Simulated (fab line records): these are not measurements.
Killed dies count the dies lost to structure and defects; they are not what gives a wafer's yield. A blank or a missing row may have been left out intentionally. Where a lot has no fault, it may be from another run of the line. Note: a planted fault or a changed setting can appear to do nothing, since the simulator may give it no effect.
Problem report in the 8D (eight disciplines) form, filled by code -- flow sky130 -- the parts of the form that need people (team, actions taken, sign-off) are left out

## 1. PROBLEM STATEMENT
runLengthS at SKY_VIA1_ETCH_15 reads a mean of 78.2 s on 2 wafers of 2 lots; wafers without a fault read 82.1 s with a standard deviation of 0.47. Relative to the usual mean, that is a shift of -8.4 standard deviations.
The step: etches SiO2 in C4F8/O2/Ar, stops on TiN, target depth 351 nm, time 54 s.
First seen on wafer L261.1, day 39 13:14, on rieDiel-03. The record has a number at this step for 39 wafers belonging to 13 lots. Rule for "out" (also "out of limits"): further than 4 standard deviations from the usual mean. All remaining wafers that have a number are taken as sound.

## 2. WHAT IT IS AND WHAT IT IS NOT
question,is,is not
which readings at this step,runLengthS,-
which lots,"L261, L262","L243, L244, L245, L246, L250, L251, L253, L254, L263, L264, L266"
which wafers of those lots,"L261.1, L262.1","L261.3, L261.5, L262.5, L262.6"
read on which tools,rieDiel-03,"rieDiel-02, rieDiel-04"
when,from day 39 13:14,"up to then (26 sound wafers); but 11 sound wafers of L262, L263, L264, L266 came after"

## 3. THE SUSPECTS, EACH WITH WHAT RULES IT OUT
Counting: any tool at a process step up to the reading remains a suspect provided it ran every lot that is out. Sound lots after the first of them don't rule it out here, since some wafers of a struck lot are sound.
- rieDiel-03 at SKY_VIA1_ETCH_15 (etches SiO2 in C4F8/O2/Ar, stops on TiN, target depth 351 nm, time 54 s): kept. It ran every lot that is out, first L261 (day 39 13:14); its last sound lot up to then is L254 (day 37 12:36). On those wafers its own readings are out: runLengthS.
- rieDiel-03, SKY_VIA1_ETCH_15: wafers that are out in chamber 3, sound lot-mates in chambers 0, 1, 2.
Left after counting: rieDiel-03 at SKY_VIA1_ETCH_15.

## 4. THE CAUSE (what the simulator had put in)
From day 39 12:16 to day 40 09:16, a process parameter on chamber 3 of rieDiel-03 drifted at SKY_VIA1_ETCH_15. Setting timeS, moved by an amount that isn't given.
After counting, this tool was the only one left.

## 5. SEQUENCE OF EFFECTS, ordered by route
Each row: a reading whose mean over the struck wafers that have a number lies more than 3 standard deviations from the usual. Only readings whose record carries a usual standard deviation are examined. hours: median over the lots of the time between each lot's start at the first step of this table that gives one and its start at this step. sigmas: the change, counted in usual standard deviations.
hours,step,reading,usual,on struck wafers,change,sigmas
0,SKY_VIA1_ETCH_15,runLengthS,82.1 s,78.2,-3.9,-8.4
Here are the process steps it includes:
- SKY_VIA1_ETCH_15: etches SiO2 in C4F8/O2/Ar, stops on TiN, target depth 351 nm, time 54 s.

## 6. HOW IT WOULD HAVE BEEN CAUGHT EARLIER
In this record the first reading out of limits was taken at day 39 13:14, 1 hour after the fault began at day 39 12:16.
